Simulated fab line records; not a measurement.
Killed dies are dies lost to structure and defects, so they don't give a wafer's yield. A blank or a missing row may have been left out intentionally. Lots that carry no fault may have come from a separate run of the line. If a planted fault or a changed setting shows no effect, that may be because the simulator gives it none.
Problem report in the 8D (eight disciplines) form, filled by code / flow gf180mcu / the parts of the form that need people (team, actions taken, sign-off) are left out

## 1. THE ISSUE
timeToEndpointS at GF_V3_CMP_04 reads a mean of 44 s on 3 wafers of 2 lots; wafers without a fault read 75 s with a standard deviation of 5.6. Measured from the usual mean, that is -5.5 standard deviations.
The step: polishes SiO2.
Seen first at day 23 00:17 on cmp-01, wafer L913.5. At this step, 39 wafers from 13 lots have a number in the record. By rule, "out" or "out of limits" means more than 4 standard deviations away from the usual mean. The other wafers with a number count as sound.

## 2. WHAT THIS IS AND IS NOT
question=which readings at this step | is=timeToEndpointS | is not=motorCurrentA
question=which lots | is=L913, L914 | is not=L909, L910, L911, L912, L920, L924, L927, L928, L929, L930, L931
question=which wafers of those lots | is=L913.5, L914.2, L914.4 | is not=L913.1, L913.6, L914.3
question=read on which tools | is=cmp-01 | is not=cmp-02
question=when | is=from day 23 00:17 | is not=up to then (14 sound wafers); but 22 sound wafers of L914, L920, L924, L927, L928, L929, L930, L931 came after

## 3. WHAT RULES OUT EACH SUSPECT
Counting: any tool at a process step up to the reading remains a suspect provided it ran every lot that is out. Sound lots after the first of them don't rule it out here, since some wafers of a struck lot are sound.
- cmp-01 at GF_V3_CMP_04 (polishes SiO2): kept. It ran every lot that is out, first L913 (day 23 00:17); its last sound lot up to then is L911 (day 22 10:46). On those wafers its own readings are out: timeToEndpointS.
The count leaves cmp-01 at GF_V3_CMP_04.

## 4. THE CAUSE (what the simulator had put in)
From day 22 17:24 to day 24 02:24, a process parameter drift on cmp-01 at GF_V3_CMP_04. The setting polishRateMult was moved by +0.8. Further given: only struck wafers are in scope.
Counting left only this tool.

## 5. THE CHAIN OF EFFECTS, in route order
Each row: a reading whose mean over the struck wafers that have a number lies more than 3 standard deviations from the usual. Readings are gone through only where the record gives a usual standard deviation; hours: the median, over the lots, of the time from a lot's start at the first step in this table giving one to that lot's start at this step; sigmas: the change measured in usual standard deviations.
hours=0; step=GF_V3_CMP_04; reading=timeToEndpointS; usual=75 s; on struck wafers=44; change=-31; sigmas=-5.5
It contains these process steps:
- GF_V3_CMP_04: polishes SiO2.

## 6. HOW IT WOULD HAVE BEEN CAUGHT EARLIER
In this record the first reading out of limits was taken at day 23 00:17, 7 hours after the fault began at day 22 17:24.
